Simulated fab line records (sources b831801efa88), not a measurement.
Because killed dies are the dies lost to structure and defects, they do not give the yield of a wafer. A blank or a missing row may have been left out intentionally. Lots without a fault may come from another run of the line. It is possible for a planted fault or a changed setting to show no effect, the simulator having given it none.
Lot-split experiment + flow sky130 + on a route of 708 steps: 5 lots, 23 wafers read

== THE SPLIT ==
At SKY_DNWELL_COAT_02 (resist thk 3000 nm), the setting resistThkNm was moved away from the recipe's 3000 nm on 6 of the 23 wafers read, by -3.9% to -1.9%. For the rest of the wafers, this setting stayed at what the recipe calls for.

The reading is taken at the split's own step.

== THE READING ==
coat_of_DNWELL_COAT_02.thkNm (the simulator's own value, which no gauge read), in nm, at SKY_DNWELL_COAT_02 (resist thk 3000 nm). The file gives no usual value for it. The 17 wafers here that ran the recipe average 3003 nm, standard deviation 4.3 nm.

| wafer  | tool, chamber at the split | resistThkNm as run, nm | against the recipe | coat_of_DNWELL_COAT_02.thkNm, nm | against lot-mates on the recipe |
|--------|----------------------------|------------------------|--------------------|----------------------------------|---------------------------------|
| L077.1 | lithoTrack-03, 0           | 2929                   | -2.4%              | 2927                             | -76                             |
| L077.2 | lithoTrack-03, 0           | 2929                   | -2.4%              | 2932                             | -71                             |
| L077.4 | lithoTrack-03, 0           | 3000                   | recipe             | 3005                             | -                               |
| L077.5 | lithoTrack-03, 0           | 3000                   | recipe             | 3003                             | -                               |
| L077.6 | lithoTrack-03, 0           | 3000                   | recipe             | 3002                             | -                               |
| L078.1 | lithoTrack-02, 0           | 3000                   | recipe             | 2992                             | -                               |
| L078.2 | lithoTrack-02, 0           | 2882                   | -3.9%              | 2882                             | -115                            |
| L078.3 | lithoTrack-02, 0           | 3000                   | recipe             | 2997                             | -                               |
| L078.4 | lithoTrack-02, 0           | 2882                   | -3.9%              | 2874                             | -123                            |
| L078.5 | lithoTrack-02, 0           | 3000                   | recipe             | 3003                             | -                               |
| L081.1 | lithoTrack-02, 0           | 3000                   | recipe             | 3000                             | -                               |
| L081.4 | lithoTrack-02, 0           | 3000                   | recipe             | 3001                             | -                               |
| L081.5 | lithoTrack-02, 0           | 3000                   | recipe             | 3001                             | -                               |
| L082.2 | lithoTrack-04, 0           | 3000                   | recipe             | 3006                             | -                               |
| L082.4 | lithoTrack-04, 0           | 3000                   | recipe             | 3006                             | -                               |
| L082.3 | lithoTrack-04, 0           | 2943                   | -1.9%              | 2943                             | -61                             |
| L082.5 | lithoTrack-04, 0           | 3000                   | recipe             | 2999                             | -                               |
| L082.6 | lithoTrack-04, 0           | 2943                   | -1.9%              | 2954                             | -50                             |
| L085.1 | lithoTrack-03, 0           | 3000                   | recipe             | 3002                             | -                               |
| L085.2 | lithoTrack-03, 0           | 3000                   | recipe             | 3004                             | -                               |
| L085.3 | lithoTrack-03, 0           | 3000                   | recipe             | 3004                             | -                               |
| L085.4 | lithoTrack-03, 0           | 3000                   | recipe             | 3011                             | -                               |
| L085.5 | lithoTrack-03, 0           | 3000                   | recipe             | 3009                             | -                               |

FIT RESULTS
A straight line over all 23 wafers: coat_of_DNWELL_COAT_02.thkNm changes by +31.1 nm for each +1% of resistThkNm; r = +0.99; the points scatter about the line by 4.8 nm.
The same after taking each lot's own level away (the mean of its wafers on the recipe; 23 wafers): +30.4 nm for each +1%; r = +1.00; scatter 3.7 nm.
The reading moves by 1.2e+02 nm for the largest change in resistThkNm, on that fit.
The span of the lots' own levels, 2997.3 to 3006.0 nm, comes to 2.0 times the standard deviation stated above.
The two slopes agree, so the slope changes little with the lot-to-lot level.
Check: with one of the wafers moved furthest among these (-3.9%) left out of the fit, the line predicts -121 nm for it against its lot-mates. Against them it came out at -115 nm.

== THE OTHER SPLITS THESE WAFERS WENT THROUGH ==
These wafers also went through other splits before the reading. Each is held against what the fit with the lots' levels taken away leaves over:
| other split on the same wafers  | wafers away from the commonest value | r with coat_of_DNWELL_COAT_02.thkNm (lot level and that fit taken away) |
|---------------------------------|--------------------------------------|-------------------------------------------------------------------------|
| SKY_FIELD_ISO_CVD_03 tempC      | 15                                   | -0.08                                                                   |
| SKY_FIELD_ISO_CLEAN_19 timeS    | 10                                   | -0.13                                                                   |
| SKY_FIELD_ISO_WET_ETCH_28 timeS | 15                                   | -0.01                                                                   |

== THE WHOLE CHAIN: every reading that the file lists as answering this split, in the file's order ==
| step                | what it does       | reading                                                                       | change (the file's fit)              | r (the file's) |
|---------------------|--------------------|-------------------------------------------------------------------------------|--------------------------------------|----------------|
| SKY_DNWELL_COAT_02  | resist thk 3000 nm | coat_of_DNWELL_COAT_02.thkNm (the simulator's own value, which no gauge read) | +30.3 nm for each +1% of the setting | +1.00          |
| SKY_DNWELL_STRIP_08 | strips in O2/N2    | stripTimeToEndpointS                                                          | withheld for each +1% of the setting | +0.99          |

== THE FILE'S OWN FIT ==
coat_of_DNWELL_COAT_02.thkNm changes by +30.3 nm for each +1% of resistThkNm, r = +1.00.
